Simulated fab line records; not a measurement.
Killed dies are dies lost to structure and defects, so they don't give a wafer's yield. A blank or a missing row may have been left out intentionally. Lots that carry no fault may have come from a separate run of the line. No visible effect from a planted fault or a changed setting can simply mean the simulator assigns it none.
Which of the tools did it? + flow sky130 + 45 wafers from 15 lots sampled at 6 of the route's 708 steps

## WHAT THE GAUGES SHOWED, per wafer
SKY_NWELL_THK_MEAS_02.
| lot  | measured    | on            | NWELL_OXIDATION_THK (nm) |
|------|-------------|---------------|--------------------------|
| L960 | day 2 15:17 | film metro-01 | 10.34 10.25 10.02        |
| L961 | day 3 00:04 | film metro-01 | 10.16 9.94 10.20         |
| L962 | day 3 02:48 | film metro-02 | 9.84 10.06 10.13         |
| L964 | day 3 12:52 | film metro-03 | 9.92 9.90 9.97           |
| L970 | day 4 18:28 | film metro-02 | 9.79 9.82 9.76           |
| L971 | day 4 22:13 | film metro-02 | 10.20 10.06 10.01        |
| L972 | day 5 04:27 | film metro-01 | 10.25 10.20 10.00        |
| L974 | day 5 13:13 | film metro-03 | 10.12 10.01 10.00        |
| L975 | day 5 18:56 | film metro-01 | 10.11 9.86 10.03         |
| L976 | day 6 01:23 | film metro-03 | 9.97 10.02 10.06         |
| L979 | day 6 16:05 | film metro-02 | 9.91 9.84 10.00          |
| L980 | day 6 19:49 | film metro-02 | 10.02 10.04 10.06        |
| L981 | day 7 08:19 | film metro-03 | 9.70 9.67 9.76           |
| L982 | day 7 08:20 | film metro-02 | 10.06 9.92 10.10         |
| L983 | day 7 14:54 | film metro-02 | 10.14 10.10 9.90         |

SKY_NWELL_OVL_MEAS_23.
| lot  | measured     | on         | NWELL_01_OVL (nm) |
|------|--------------|------------|-------------------|
| L960 | day 5 13:22  | overlay-01 | -0.3 0.3 1.4      |
| L961 | day 6 00:08  | overlay-02 | -0.1 -1.8 -0.6    |
| L962 | day 6 04:14  | overlay-02 | 2.8 0.7 2.0       |
| L964 | day 6 15:47  | overlay-01 | -0.4 -0.8 -2.1    |
| L970 | day 8 02:49  | overlay-02 | 0.8 2.0 2.5       |
| L971 | day 8 08:16  | overlay-01 | 0.7 1.3 0.1       |
| L972 | day 8 14:32  | overlay-02 | 1.5 2.8 1.7       |
| L974 | day 9 01:30  | overlay-02 | 1.2 2.2 2.5       |
| L975 | day 9 08:07  | overlay-02 | -1.7 -1.7 -0.8    |
| L976 | day 9 16:49  | overlay-02 | 2.3 0.2 2.0       |
| L979 | day 10 09:01 | overlay-01 | 0.0 -0.7 -0.2     |
| L980 | day 10 13:32 | overlay-02 | -1.9 -2.1 -3.1    |
| L981 | day 11 02:58 | overlay-02 | 0.0 -0.5 0.7      |
| L982 | day 11 03:52 | overlay-02 | 0.2 0.2 -0.5      |
| L983 | day 11 10:03 | overlay-01 | -0.5 0.5 -1.6     |

SKY_LDD_N_TW_MEAS_17.
| lot  | measured     | on            | LDD_N_TW       |
|------|--------------|---------------|----------------|
| L960 | day 18 19:04 | film metro-04 | 2586 2601 2583 |
| L961 | day 18 23:40 | film metro-02 | 2638 2626 2639 |
| L962 | day 19 08:26 | film metro-02 | 2626 2638 2625 |
| L964 | day 20 06:01 | film metro-02 | 2638 2636 2637 |
| L970 | day 22 05:35 | film metro-02 | 2497 2493 2481 |
| L971 | day 22 22:41 | film metro-04 | 2452 2440 2438 |
| L972 | day 23 02:41 | film metro-04 | 2444 2434 2447 |
| L974 | day 23 11:49 | film metro-02 | 2634 2627 2618 |
| L975 | day 24 05:35 | film metro-03 | 2573 2571 2578 |
| L976 | day 24 07:58 | film metro-04 | 2566 2573 2571 |
| L979 | day 25 10:00 | film metro-02 | 2643 2656 2649 |
| L980 | day 25 13:37 | film metro-04 | 2579 2583 2576 |
| L981 | day 26 06:20 | film metro-03 | 2578 2571 2554 |
| L982 | day 26 09:35 | film metro-02 | 2628 2624 2626 |
| L983 | day 26 20:25 | film metro-02 | 2635 2637 2630 |

SKY_LDD_LDN_OVL_MEAS_07.
| lot  | measured     | on         | LDD_LDN_OVL (nm) |
|------|--------------|------------|------------------|
| L960 | day 24 00:00 | overlay-01 | -0.3 0.2 -0.4    |
| L961 | day 24 04:51 | overlay-01 | 1.0 2.0 1.2      |
| L962 | day 24 12:22 | overlay-01 | -1.5 -1.2 0.5    |
| L964 | day 25 09:59 | overlay-01 | -1.6 -1.6 -1.8   |
| L974 | day 28 12:28 | overlay-01 | 0.6 0.2 -1.1     |
| L975 | day 29 05:25 | overlay-01 | -2.4 0.0 -0.7    |
| L976 | day 29 07:34 | overlay-02 | 0.8 1.0 1.6      |
| L979 | day 30 09:19 | overlay-01 | 0.5 -1.1 -0.5    |
| L980 | day 30 12:38 | overlay-02 | -1.5 -1.7 -2.3   |
| L981 | day 31 02:55 | overlay-01 | 2.1 1.3 2.1      |
| L982 | day 31 06:15 | overlay-01 | 1.6 2.3 3.6      |
| L983 | day 31 16:07 | overlay-01 | 0.7 0.0 0.0      |

## TOOL THAT RAN EACH LOT (tool first, then ch and the chambers of the sampled wafers, then the start)
| lot  | SKY_LDD_N_IMPLANT_09            | SKY_LDD_N_STRIP_16                   |
|------|---------------------------------|--------------------------------------|
| L960 | implanter-01 ch 0, day 18 17:56 | plasma asher-02 ch 0,1, day 18 18:57 |
| L961 | implanter-02 ch 0, day 18 22:33 | plasma asher-04 ch 0,1, day 18 23:35 |
| L962 | implanter-03 ch 0, day 19 07:17 | plasma asher-03 ch 0,1, day 19 08:20 |
| L964 | implanter-02 ch 0, day 20 04:55 | plasma asher-04 ch 0,1, day 20 05:56 |
| L970 | implanter-03, day 22 04:26      | plasma asher-02 ch 0,1, day 22 05:29 |
| L971 | implanter-03, day 22 21:32      | plasma asher-04 ch 0,1, day 22 22:35 |
| L972 | implanter-03, day 23 01:32      | plasma asher-04 ch 0, day 23 02:35   |
| L974 | implanter-01 ch 0, day 23 10:40 | plasma asher-03 ch 0,1, day 23 11:42 |
| L975 | implanter-01 ch 0, day 24 04:26 | plasma asher-02 ch 0,1, day 24 05:29 |
| L976 | implanter-01 ch 0, day 24 06:51 | plasma asher-03 ch 0,1, day 24 07:52 |
| L979 | implanter-03 ch 0, day 25 08:51 | plasma asher-03 ch 0,1, day 25 09:54 |
| L980 | implanter-02 ch 0, day 25 12:30 | plasma asher-03 ch 0,1, day 25 13:32 |
| L981 | implanter-02 ch 0, day 26 05:11 | plasma asher-04 ch 0,1, day 26 06:14 |
| L982 | implanter-01 ch 0, day 26 08:27 | plasma asher-03 ch 1, day 26 09:29   |
| L983 | implanter-02 ch 0, day 26 19:16 | plasma asher-02 ch 0,1, day 26 20:18 |
- SKY_LDD_N_IMPLANT_09
- SKY_LDD_N_STRIP_16: strips in O2/N2.

## WHAT THE TOOLS THEMSELVES READ (means of the sampled wafers that have a number; where no wafer has one, the mark that the record gives instead)
SKY_LDD_N_IMPLANT_09.
| lot  | tool         | beam energy keV | beam on s (s) |
|------|--------------|-----------------|---------------|
| L960 | implanter-01 | 20.001          | 10.18         |
| L961 | implanter-02 | 19.993          | 9.98          |
| L962 | implanter-03 | 20.000          | 10.23         |
| L964 | implanter-02 | 19.995          | 9.95          |
| L970 | implanter-03 | -               | -             |
| L971 | implanter-03 | -               | -             |
| L972 | implanter-03 | -               | -             |
| L974 | implanter-01 | 19.994          | 10.13         |
| L975 | implanter-01 | 20.003          | 9.94          |
| L976 | implanter-01 | 20.001          | 10.21         |
| L979 | implanter-03 | 20.000          | 9.81          |
| L980 | implanter-02 | 20.001          | 10.04         |
| L981 | implanter-02 | 19.997          | 10.05         |
| L982 | implanter-01 | 19.998          | 9.81          |
| L983 | implanter-02 | 20.002          | 9.86          |

SKY_LDD_N_STRIP_16.
| lot  | tool            | drypump motor current A (A) | o2 flow sccm (sccm) | oes product au (a.u.) | strip time to endpoint s (s) |
|------|-----------------|-----------------------------|---------------------|-----------------------|------------------------------|
| L960 | plasma asher-02 | 5.87                        | 2993                | 0.407                 | 4.290                        |
| L961 | plasma asher-04 | 5.94                        | 3003                | 0.407                 | 4.305                        |
| L962 | plasma asher-03 | 5.63                        | 3005                | 0.409                 | 4.327                        |
| L964 | plasma asher-04 | 5.87                        | 3011                | 0.406                 | 4.273                        |
| L970 | plasma asher-02 | 5.82                        | 3007                | 0.406                 | 4.107                        |
| L971 | plasma asher-04 | 5.87                        | 2993                | 0.409                 | 4.135                        |
| L972 | plasma asher-04 | 6.01                        | 3002                | 0.407                 | 4.126                        |
| L974 | plasma asher-03 | 5.63                        | 3005                | 0.404                 | 4.310                        |
| L975 | plasma asher-02 | 5.82                        | 2998                | 0.405                 | 4.277                        |
| L976 | plasma asher-03 | 5.44                        | 3005                | 0.405                 | 4.307                        |
| L979 | plasma asher-03 | 5.61                        | 3006                | 0.406                 | 4.283                        |
| L980 | plasma asher-03 | 5.42                        | 3008                | 0.406                 | 4.293                        |
| L981 | plasma asher-04 | 5.87                        | 2996                | 0.404                 | 4.276                        |
| L982 | plasma asher-03 | 5.22                        | 2990                | 0.406                 | 4.310                        |
| L983 | plasma asher-02 | 5.87                        | 2999                | 0.407                 | 4.300                        |

## THE ANSWER, worked out from the rows above alone
Rule: the usual values come from the lots themselves. The widest of any qualifying gaps counts: lots, ordered by their means at a reading, are off when they make up no more than a third of the lots, leave a main group of 4 or more, and stand apart from it by 3 or more times the standard deviation of that group's means. The tables above print the reading to a certain number of digits; a main group whose means all agree to those digits is not used. Also off: a lot with no number at a reading for which 4 or more lots have one. Where the step has rows for the other lots, those lots are counted as sound. The gauges are gone through in route order, then the tools' own readings, and for those a lot's mean is taken as printed above. At the first step where some lot is off, the reading lying furthest off is the one used; lots without a number count as furthest.
Off: L970, L971, L972 (SKY_LDD_N_IMPLANT_09, beam energy keV). Without a number there: L970, L971, L972. For the main group the mean is 19.999 and the standard deviation 0.0032.
If a tool, at that step or one of the process steps before it, ran each lot that is off and ran no sound lot following the first of them, it fits. None of those tried fits.

## WHAT THE SIMULATOR PUT IN
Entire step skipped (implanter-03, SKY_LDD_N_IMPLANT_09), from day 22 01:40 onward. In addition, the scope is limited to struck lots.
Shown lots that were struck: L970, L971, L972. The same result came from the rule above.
